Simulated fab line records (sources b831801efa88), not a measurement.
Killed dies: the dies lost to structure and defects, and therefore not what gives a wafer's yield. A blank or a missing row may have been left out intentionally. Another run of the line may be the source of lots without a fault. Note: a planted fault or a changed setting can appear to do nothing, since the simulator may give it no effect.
Which tool did it?	flow sky130	7 lots with 21 wafers sampled at 4 steps, on a route of 708 steps

== WHAT THE GAUGES READ, wafer by wafer ==
SKY_SD_P_OVL_MEAS_08.
lot	measured	on	SD_P_OVL (nm)
L912	day 26 21:56	overlay-01	-0.7 -0.2 0.3
L914	day 27 06:10	overlay-01	2.6 1.6 -0.2
L916	day 27 22:15	overlay-02	0.8 2.0 1.5
L920	day 29 19:10	overlay-01	-1.4 -0.7
L927	day 31 14:31	overlay-01	-0.5 0.5 0.7
L929	day 31 21:31	overlay-02	1.6 1.8 3.6
L932	day 32 21:02	overlay-01	0.4 -1.2 -0.6

== WHAT TOOL EACH LOT RAN ON (gives the tool, then ch and the chambers of the sampled wafers, and finally the start) ==
lot	SKY_FIELD_ISO_ETCH_14	SKY_FIELD_ISO_ETCH_15	SKY_FIELD_ISO_STRIP_16
L912	rie_diel-01 ch 2,3, day 3 00:45	rie_diel-01 ch 2,3, day 3 00:47	plasma_asher-01 ch 0,1, day 3 00:51
L914	rie_diel-04 ch 0,1,3, day 3 06:39	rie_diel-04 ch 0,1,3, day 3 06:41	plasma_asher-04 ch 0,1, day 3 06:47
L916	rie_diel-04 ch 2,3, day 3 16:02	rie_diel-04 ch 2,3, day 3 16:05	plasma_asher-01 ch 0,1, day 3 16:08
L920	rie_diel-04 ch 0,1,2, day 4 16:56	rie_diel-04 ch 0,1,2, day 4 16:59	plasma_asher-04 ch 0,1, day 4 17:02
L927	rie_diel-01 ch 0,2,3, day 6 01:22	rie_diel-01 ch 0,2,3, day 6 01:24	plasma_asher-03 ch 0,1, day 6 01:28
L929	rie_diel-01 ch 0,3, day 6 13:20	rie_diel-01 ch 0,3, day 6 13:22	plasma_asher-04 ch 0,1, day 6 13:26
L932	rie_diel-03 ch 0,2, day 7 04:28	rie_diel-03 ch 0,2, day 7 04:30	plasma_asher-03 ch 1, day 7 04:34
- SKY_FIELD_ISO_ETCH_14: etches BARC in N2/H2, stops on SiO2, time 45.9 s, target depth 60 nm.
- SKY_FIELD_ISO_ETCH_15: etches the open film in CHF3/O2, stops on Si, target depth 180 nm, time 72 s.
- SKY_FIELD_ISO_STRIP_16: strips in O2/N2.

== THE ANSWER, worked out from the rows above alone ==
Rule: the lots themselves supply what counts as usual. Put in order of their means at a reading, lots are off if they are a third of the lots or fewer, leave a main group of 4 or more, and stand apart from it by a gap of 3 or more times the standard deviation of the main group's means; of several such gaps the widest counts. Not used: any main group whose means are identical at the precision the tables above print for the reading. A lot without any number at a reading at which 4 lots or more have one is off too. Where the step has rows for the other lots, those lots are counted as sound.
No lot is off on any of the readings shown, so nothing can be concluded from this.

== WHAT HAD BEEN PUT IN BY THE SIMULATOR ==
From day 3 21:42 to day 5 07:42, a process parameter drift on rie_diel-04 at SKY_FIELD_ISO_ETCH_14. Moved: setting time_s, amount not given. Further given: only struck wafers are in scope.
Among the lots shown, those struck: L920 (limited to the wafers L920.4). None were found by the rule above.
